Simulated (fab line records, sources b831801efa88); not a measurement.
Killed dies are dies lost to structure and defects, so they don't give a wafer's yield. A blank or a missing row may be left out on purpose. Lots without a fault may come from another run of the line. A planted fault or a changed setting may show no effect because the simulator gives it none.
Which tool did it? | flow gf180mcu | 7 lots, 21 wafers sampled, at 6 steps of a route of 602

WHAT THE GAUGES READ, wafer by wafer
GF_STI_THK_MEAS_04. Usual: STI_CVD_03_THK 206.7 nm, standard deviation 2.1.
lot  | measured    | on            | STI_CVD_03_THK (nm)                 | flag
L722 | day 1 14:34 | film_metro-02 | 204.4 204.4 204.1                   |
L723 | day 1 18:34 | film_metro-04 | 202.8 204.0 205.5                   |
L724 | day 2 00:22 | film_metro-03 | 204.6 203.8 205.1                   |
L730 | day 3 06:51 | film_metro-02 | 215.8 215.6 216.2 215.8 215.8 216.2 | OFF
L742 | day 5 20:13 | film_metro-02 | 206.0 206.6 207.4                   |
L744 | day 6 04:29 | film_metro-03 | 209.3 209.9 210.2                   |
L745 | day 6 09:17 | film_metro-04 | 208.9 207.0 209.5                   |

GF_MVPSD_OVL_MEAS_07. Usual: MVPSD_OVL 0.0 nm, standard deviation 1.2.
lot  | measured     | on         | MVPSD_OVL (nm) | flag
L722 | day 5 07:46  | overlay-01 | -0.6 -1.3 -2.5 |
L723 | day 5 15:01  | overlay-01 | -1.3 -0.4 -0.3 |
L724 | day 5 16:00  | overlay-01 | 0.4 -1.5 -1.4  |
L730 | day 7 02:13  | overlay-02 | -0.9 -1.2 -2.1 |
L742 | day 10 06:28 | overlay-01 | 0.2 0.6 0.5    |
L744 | day 10 15:01 | overlay-01 | -1.3 -0.5 1.1  |
L745 | day 10 21:38 | overlay-01 | 2.1 0.5 -0.5   |

GF_VT_IMPLANT_OVL_MEAS_29. Usual: VT_IMPLANT_02_OVL -0.1 nm, standard deviation 1.6.
lot  | measured     | on         | VT_IMPLANT_02_OVL (nm) | flag
L722 | day 7 04:16  | overlay-02 | 0.2 -1.2 -1.6          |
L723 | day 7 11:56  | overlay-01 | 2.8 3.1 1.9            |
L724 | day 7 13:02  | overlay-02 | 2.4 0.5 1.5            |
L730 | day 9 02:08  | overlay-02 | -1.0 -3.6 -1.5         |
L742 | day 12 13:50 | overlay-02 | -2.1 -1.8 -1.1         |
L744 | day 12 23:07 | overlay-01 | -1.1 0.8 -0.1          |
L745 | day 13 05:46 | overlay-02 | -1.3 -1.3 -2.4         |

WHICH TOOL RAN EACH LOT (tool, then ch and the chambers of the sampled wafers, then the start)
lot  | GF_STI_CVD_03              | GF_STI_ETCH_13                    | GF_VT_IMPLANT_STRIP_20
L722 | lpcvd-01 ch 0, day 1 11:34 | rie_diel-02 ch 0,1,2, day 2 02:09 | plasma_asher-01 ch 0,1, day 6 13:47
L723 | lpcvd-01 ch 0, day 1 16:34 | rie_diel-04 ch 0,3, day 2 06:17   | plasma_asher-04 ch 0,1, day 6 21:19
L724 | lpcvd-01 ch 0, day 1 22:23 | rie_diel-01 ch 0,1,3, day 2 11:44 | plasma_asher-02 ch 0,1, day 6 22:04
L730 | lpcvd-01 ch 1, day 3 04:52 | rie_diel-04 ch 0,2,3, day 3 19:06 | plasma_asher-01 ch 0,1, day 8 09:39
L742 | lpcvd-02 ch 1, day 5 18:13 | rie_diel-04 ch 0,1, day 6 10:01   | plasma_asher-02 ch 0,1, day 11 19:25
L744 | lpcvd-02 ch 1, day 6 02:31 | rie_diel-04 ch 0,1,2, day 6 20:01 | plasma_asher-01 ch 0,1, day 12 04:55
L745 | lpcvd-01 ch 0, day 6 07:17 | rie_diel-02 ch 0,2,3, day 6 23:44 | plasma_asher-01 ch 0,1, day 12 11:34
- GF_STI_CVD_03: deposits Si3N4 from DCS/NH3, target thk 207.16 nm, time 3551 s.
- GF_STI_ETCH_13: etches the open film in CHF3/O2, stops on Si, target depth 282.31 nm, time 112.9 s.
- GF_VT_IMPLANT_STRIP_20: strips in O2/N2.

WHAT THE TOOLS THEMSELVES READ (means of the sampled wafers that have a number; where no wafer has one, the mark that the record gives instead)
GF_STI_CVD_03. Usual: spike_tc_top_C 785.3 C, standard deviation 1.3.
lot  | tool     | spike_tc_top_C (C) | flag
L722 | lpcvd-01 | 786.6              |
L723 | lpcvd-01 | 786.1              |
L724 | lpcvd-01 | 785.2              |
L730 | lpcvd-01 | 784.8              |
L742 | lpcvd-02 | 786.9              |
L744 | lpcvd-02 | 786.7              |
L745 | lpcvd-01 | 785.4              |

GF_STI_ETCH_13. Usual: drypump_motor_current_A 5.7 A, standard deviation 0.42; oes_product_au 0.832 a.u., standard deviation 0.0061; throttle_valve_pct 8.810 %, standard deviation 0.0099.
lot  | tool        | drypump_motor_current_A (A) | oes_product_au (a.u.) | throttle_valve_pct (%) | flag
L722 | rie_diel-02 | 5.4                         | 0.831                 | 8.798                  |
L723 | rie_diel-04 | 5.7                         | 0.824                 | 8.808                  |
L724 | rie_diel-01 | 5.9                         | 0.826                 | 8.820                  |
L730 | rie_diel-04 | 5.9                         | 0.850                 | 8.820                  |
L742 | rie_diel-04 | 5.7                         | 0.826                 | 8.816                  |
L744 | rie_diel-04 | 5.9                         | 0.839                 | 8.815                  |
L745 | rie_diel-02 | 5.7                         | 0.834                 | 8.809                  |

GF_VT_IMPLANT_STRIP_20. Usual: drypump_motor_current_A 5.8 A, standard deviation 0.31; heater_power_w 335 W, standard deviation 17; o2_flow_sccm 3001 sccm, standard deviation 9.8; oes_product_au 0.715 a.u., standard deviation 0.0042; strip_time_to_endpoint_s 12.64 s, standard deviation 0.036.
lot  | tool            | drypump_motor_current_A (A) | heater_power_w (W) | o2_flow_sccm (sccm) | oes_product_au (a.u.) | strip_time_to_endpoint_s (s) | flag
L722 | plasma_asher-01 | 5.8                         | 347                | 3007                | 0.719                 | 12.60                        |
L723 | plasma_asher-04 | 5.3                         | 325                | 3000                | 0.718                 | 12.63                        |
L724 | plasma_asher-02 | 5.8                         | 327                | 3003                | 0.715                 | 12.57                        |
L730 | plasma_asher-01 | 5.9                         | 338                | 3002                | 0.715                 | 12.66                        |
L742 | plasma_asher-02 | 6.0                         | 332                | 3000                | 0.715                 | 12.64                        |
L744 | plasma_asher-01 | 5.8                         | 347                | 2991                | 0.717                 | 12.65                        |
L745 | plasma_asher-01 | 5.8                         | 347                | 3010                | 0.717                 | 12.65                        |

THE ANSWER, worked out from the rows above alone
Rule: a lot is off if the mean of its wafers that have a number lies more than 3 standard deviations from the usual mean. A lot without any number at a reading at which 4 lots or more have one is off too. The other lots that the step has rows for count as sound. The gauges are gone through in route order, then the tools' own readings, and for those a lot's mean is taken as printed above. The first step at which some lot is off is used, and at that step the reading that is off furthest; a lot without a number counts as furthest.
Off: L730, at GF_STI_THK_MEAS_04 (STI_CVD_03_THK).
A tool fits if, at a process step before that reading, it ran every lot that is off, and no sound lot after the first of them. The gauges at GF_STI_THK_MEAS_04 are tried like those tools. None of those tried fits.

WHAT THE SIMULATOR HAD PUT IN
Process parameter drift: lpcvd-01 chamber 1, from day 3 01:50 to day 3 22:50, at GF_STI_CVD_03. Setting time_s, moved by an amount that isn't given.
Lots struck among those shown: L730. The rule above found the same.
